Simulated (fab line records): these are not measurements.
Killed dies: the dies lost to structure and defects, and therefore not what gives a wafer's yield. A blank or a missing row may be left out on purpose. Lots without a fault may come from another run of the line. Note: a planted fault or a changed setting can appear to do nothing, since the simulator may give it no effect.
One fault through the eyes of 2 desks :: flow sky130 :: each desk has only its own numbers; what lay behind them comes last

DESK OF THE TOOL OWNER: pvd-sputter-03
The tool's own readings at SKY_METAL2_SPUTTER_00 (material Ti, target thk 15 nm, time 10 s): means of the sampled wafers that have a number, for each lot that ran on this tool. A lot is out of limits, marked OUT, if its mean lies more than 4 standard deviations from the usual mean; the brackets give that distance.
Columns: A = throttle-valve-pct at SKY_METAL2_SPUTTER_00, usual 30.3 %
lot: L287
first seen here: day 35 10:41
A: 30.8

lot: L290
first seen here: day 36 15:24
A: 30.8

lot: L296
first seen here: day 39 16:29
A: 30.5

lot: L295
first seen here: day 39 19:08
A: 29.9
This desk's verdict: no lot among the 4 shows anything out of limits.

METROLOGY DESK
What the gauges read, lot by lot, whatever tool the lot ran on: means of the sampled wafers that have a number. A lot is out of limits, marked OUT, if its mean lies more than 4 standard deviations from the usual mean; the brackets give that distance.
Columns: A = VIA1_OVL at SKY_VIA1_OVL_MEAS_13, usual 4 nm; B = VIA1_W_RS at SKY_VIA1_RS_MEAS_22, usual 0.426 ohm/sq; C = VIA1_W_THK at SKY_VIA1_THK_MEAS_23, usual 274 nm
lot: L287
first seen here: day 35 09:21
A: 1
B: 0.424
C: 280

lot: L290
first seen here: day 36 14:03
A: 6
B: 0.429
C: 269

lot: L296
first seen here: day 39 15:07
A: 6
B: 0.424
C: 275

lot: L295
first seen here: day 39 17:47
A: 6
B: 0.431
C: 270

lot: L301
first seen here: day 41 09:35
A: 3
B: 0.427
C: 271

lot: L303
first seen here: day 41 17:35
A: 7
B: 0.422
C: 274
This desk's verdict: no lot among the 6 shows anything out of limits.

TAKEN TOGETHER
Nothing out of limits was seen by the tool owner's desk.
Metrology desk: nothing out of limits seen.

WHAT THE SIMULATOR PUT IN
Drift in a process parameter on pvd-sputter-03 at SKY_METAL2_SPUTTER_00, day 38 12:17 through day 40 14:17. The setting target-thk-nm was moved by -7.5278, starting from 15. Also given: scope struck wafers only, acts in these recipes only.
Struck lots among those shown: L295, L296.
